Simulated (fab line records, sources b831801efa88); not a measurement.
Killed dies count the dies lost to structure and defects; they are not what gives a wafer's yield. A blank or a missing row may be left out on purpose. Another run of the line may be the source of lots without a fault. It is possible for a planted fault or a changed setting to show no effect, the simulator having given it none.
Comparing a struck lot with a sound one / flow gf180mcu / 34 out of 602 route steps
Sound: wafers L292.1, L292.3, L292.5. Wafers struck: L306.3, L306.4, L306.5. The cause is named last.
At each step with rows: each side's tool, then ch and its chambers, then its first start. Under that, the readings that differ: sound wafers / struck wafers / difference of the means / sigmas: that difference in standard deviations of wafers without a fault.
alike: same words and numbers on both sides, and readings whose means sit less than 2 such deviations apart. not compared: any withheld reading, any reading some wafer has no value for, any bound like >300 that may hide the same value, and any number with overlapping values for which the record gives no deviation.
A row with sigmas, a row that says differs or no value, or rows on one side alone: a step with any of these is where the two part. When numbers do not overlap yet have no deviation, they are printed without sigmas and do not part them. A reading missing from all wafers of one side parts the sides only when that side holds two or more wafers.

first, 3 steps without rows for these wafers: GF_LVPWELL_EXPOSE_04 (exposes mask LVPWELL, target cd 600 nm); GF_LVPWELL_PEB_05; GF_LVPWELL_DEVELOP_06 (develop time 60 s).
GF_LVPWELL_OVL_MEAS_07:
  sound on overlay-01 at day 3 21:04; struck on overlay-01 at day 7 05:44
  alike: LVPWELL_OVL
then, 2 steps without rows for these wafers: GF_LVPWELL_IMPLANT_08; GF_LVPWELL_IMPLANT_09.
GF_LVPWELL_STRIP_10: strips in O2/N2.
  sound on plasmaAsher-04 ch 0,1, day 3 21:25; struck on plasmaAsher-04 ch 0,1, day 7 06:05
  alike: drypumpMotorCurrentA, heaterPowerW, oesProductAu, platenTempC, stripTimeToEndpointS
  not compared: rfHoursCounterH
GF_LVPWELL_TW_MEAS_11:
  sound on filmMetro-01 at day 3 21:31; struck on filmMetro-01 at day 7 06:11
  alike: LVPWELL_TW
then, 4 steps without rows for these wafers: GF_MVSD_DEHYDRATE_00 (time 60 s); GF_MVSD_HMDS_01 (prime time 60 s); GF_MVSD_COAT_02 (resist thk 3000 nm); GF_MVSD_SOFTBAKE_03.
GF_MVSD_EXPOSE_04: exposes mask MVSD, target cd 1000 nm.
  sound on ilineStepper-02 ch 0, day 4 03:52; struck on ilineStepper-01 ch 0, day 7 14:56
reading=mask; sound=MVSD#0 MVSD#0 MVSD#0; struck=MVPSD#0 MVPSD#0 MVPSD#0; difference=differs; sigmas=
then, 2 steps without rows for these wafers: GF_MVSD_PEB_05; GF_MVSD_DEVELOP_06 (develop time 60 s).
GF_MVSD_OVL_MEAS_07:
  sound on overlay-02 at day 4 10:16; struck on overlay-01 at day 7 22:38
reading=MVSD_OVL (nm); sound=-0.2 -1.0 0.4; struck=- - -; difference=no value on the struck wafers; sigmas=
then, 2 steps without rows for these wafers: GF_MVSD_IMPLANT_08; GF_MVSD_IMPLANT_09.
GF_MVSD_STRIP_10: strips in O2/N2.
  sound on plasmaAsher-04 ch 0,1, day 4 10:35; struck on plasmaAsher-01 ch 0,1, day 7 22:59
  alike: drypumpMotorCurrentA, heaterPowerW, oesProductAu, platenTempC, stripTimeToEndpointS
  not compared: rfHoursCounterH
GF_MVSD_TW_MEAS_11:
  sound on filmMetro-03 at day 4 10:41; struck on filmMetro-01 at day 7 23:05
reading=MVSD_TW; sound=1578 1576 1581; struck=30 30 30; difference=-1548; sigmas=-99 or more
then, 7 steps without rows for these wafers: GF_MVPSD_DEHYDRATE_00 (time 60 s); GF_MVPSD_HMDS_01 (prime time 60 s); GF_MVPSD_COAT_02 (resist thk 3000 nm); GF_MVPSD_SOFTBAKE_03; GF_MVPSD_EXPOSE_04 (exposes mask MVPSD, target cd 1000 nm); GF_MVPSD_PEB_05; GF_MVPSD_DEVELOP_06 (develop time 60 s).
GF_MVPSD_OVL_MEAS_07:
  sound on overlay-02 at day 5 01:04; struck on overlay-02 at day 8 15:32
  alike: MVPSD_OVL
then, 2 steps without rows for these wafers: GF_MVPSD_IMPLANT_08; GF_MVPSD_IMPLANT_09.
GF_MVPSD_STRIP_10: strips in O2/N2.
  sound on plasmaAsher-03 ch 0,1, day 5 01:25; struck on plasmaAsher-02 ch 0,1, day 8 15:53
  alike: drypumpMotorCurrentA, heaterPowerW, oesProductAu, platenTempC, stripTimeToEndpointS
  not compared: rfHoursCounterH
GF_MVPSD_TW_MEAS_11:
  sound on filmMetro-02 at day 5 01:31; struck on filmMetro-02 at day 8 15:59
reading=MVPSD_TW; sound=545 548 549; struck=1582 1579 1584; difference=+1034; sigmas=+99 or more
then, 1 step without rows for these wafers: GF_VT_IMPLANT_DEHYDRATE_00 (time 60 s).
-- the record jumps here: 25 days lie between the struck wafers' starts before and after (it left off in module VT_IMPLANT and takes up again in module PASSIVATION, whose first step shown is number 602 of the route) --
GF_PASSIVATION_PROBE_99:
  only the struck wafers here have rows in the record (prober-01, day 33 10:39); the sound ones have none

## WHERE THEY PART
Last at GF_PASSIVATION_PROBE_99 as far as this record goes, first at GF_MVSD_EXPOSE_04.

WHY: what had been put in by the simulator
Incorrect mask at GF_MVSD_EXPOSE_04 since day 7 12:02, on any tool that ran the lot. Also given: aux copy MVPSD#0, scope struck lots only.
